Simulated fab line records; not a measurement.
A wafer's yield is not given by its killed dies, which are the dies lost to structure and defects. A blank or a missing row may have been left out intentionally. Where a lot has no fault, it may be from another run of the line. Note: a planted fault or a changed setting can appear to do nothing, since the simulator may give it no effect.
Which tool was responsible? | flow sky130 | 30 wafers from 10 lots sampled at 5 of the route's 708 steps

WHAT THE GAUGES READ, wafer by wafer
SKY_RES_PROTECT_TW_MEAS_08.
lot  | measured     | on            | POLY_GATE_TW
L511 | day 17 03:35 | film metro-03 | 4040 4015 4036
L512 | day 17 07:20 | film metro-04 | 4079 4044 4090
L513 | day 17 21:40 | film metro-03 | 4033 4043 4029
L515 | day 18 00:02 | film metro-01 | 4043 4017 4023
L518 | day 19 07:11 | film metro-04 | 4091 4097 4106
L526 | day 21 17:21 | film metro-03 | 3718 3715 3716
L527 | day 22 08:06 | film metro-03 | 4033 4003 4046
L528 | day 22 11:08 | film metro-04 | 3746 3758 3744
L529 | day 22 21:57 | film metro-01 | 4001 4014 4005
L530 | day 23 00:44 | film metro-04 | 4099 4093 4098

WHICH TOOL RAN EACH LOT (tool, then ch and the chambers of the sampled wafers, then the start)
lot  | SKY_PWDE_STRIP_09                   | SKY_VT_ADJUST_NCORE_STRIP_10         | SKY_POLY_GATE_IMPLANT_02        | SKY_RES_PROTECT_STRIP_07
L511 | plasma asher-04 ch 1, day 5 04:38   | plasma asher-01 ch 0,1, day 10 06:09 | implanter-01 ch 0, day 17 03:20 | plasma asher-04 ch 0, day 17 03:29
L512 | plasma asher-01 ch 0,1, day 5 09:24 | plasma asher-01 ch 0,1, day 10 09:24 | implanter-04 ch 0, day 17 07:05 | plasma asher-04 ch 0,1, day 17 07:14
L513 | plasma asher-04 ch 0,1, day 5 09:47 | plasma asher-04 ch 0,1, day 10 12:54 | implanter-02 ch 0, day 17 21:26 | plasma asher-02 ch 0,1, day 17 21:34
L515 | plasma asher-01 ch 0,1, day 5 18:23 | plasma asher-04 ch 0,1, day 10 23:22 | implanter-01 ch 0, day 17 23:49 | plasma asher-02 ch 0,1, day 17 23:56
L518 | plasma asher-04 ch 0,1, day 6 12:08 | plasma asher-04 ch 0,1, day 11 23:05 | implanter-02 ch 0, day 19 06:56 | plasma asher-03 ch 0,1, day 19 07:05
L526 | plasma asher-01 ch 0,1, day 8 02:45 | plasma asher-04 ch 0,1, day 13 21:10 | implanter-01 ch 0, day 21 17:06 | plasma asher-04 ch 0,1, day 21 17:15
L527 | plasma asher-01 ch 0,1, day 8 09:38 | plasma asher-03 ch 0,1, day 14 08:45 | implanter-04 ch 0, day 22 07:51 | plasma asher-02 ch 0,1, day 22 08:00
L528 | plasma asher-03 ch 0,1, day 8 13:57 | plasma asher-03 ch 0,1, day 14 11:12 | implanter-01 ch 0, day 22 10:53 | plasma asher-03 ch 0,1, day 22 11:02
L529 | plasma asher-03 ch 0,1, day 8 21:03 | plasma asher-03 ch 0,1, day 14 22:35 | implanter-04 ch 0, day 22 21:42 | plasma asher-03 ch 0,1, day 22 21:51
L530 | plasma asher-04 ch 0,1, day 9 01:16 | plasma asher-04 ch 0,1, day 15 02:55 | implanter-04 ch 0, day 23 00:29 | plasma asher-04 ch 0,1, day 23 00:38
- SKY_PWDE_STRIP_09: strips in O2/N2.
- SKY_VT_ADJUST_NCORE_STRIP_10: strips in O2/N2.
- SKY_POLY_GATE_IMPLANT_02
- SKY_RES_PROTECT_STRIP_07: strips in O2/N2.

THE ANSWER, worked out from the rows above alone
Rule: the lots themselves supply what counts as usual. The widest of any qualifying gaps counts: lots, ordered by their means at a reading, are off when they make up no more than a third of the lots, leave a main group of 4 or more, and stand apart from it by 3 or more times the standard deviation of that group's means. A main group whose means are all the same, to the digits that the tables above print for the reading, isn't used. A lot without any number at a reading at which 4 lots or more have one is off too. The other lots that the step has rows for count as sound.
Off: L526, L528, at SKY_RES_PROTECT_TW_MEAS_08 (POLY_GATE_TW). For the main group the mean is 4049 and the standard deviation 32.
A tool fits if, at a process step before that reading, it ran every lot that is off, and no sound lot after the first of them. The gauges at SKY_RES_PROTECT_TW_MEAS_08 are tried like those tools. One fits: implanter-01 at SKY_POLY_GATE_IMPLANT_02. Its last sound lot is L515 (day 17 23:49), its first lot that is off L526 (day 21 17:06): a fault that began between those two fits.

WHAT THE SIMULATOR HAD PUT IN
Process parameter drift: implanter-01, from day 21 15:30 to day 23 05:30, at SKY_POLY_GATE_IMPLANT_02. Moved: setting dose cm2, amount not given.
Struck lots among those shown: L526, L528. Same finding as the rule above.
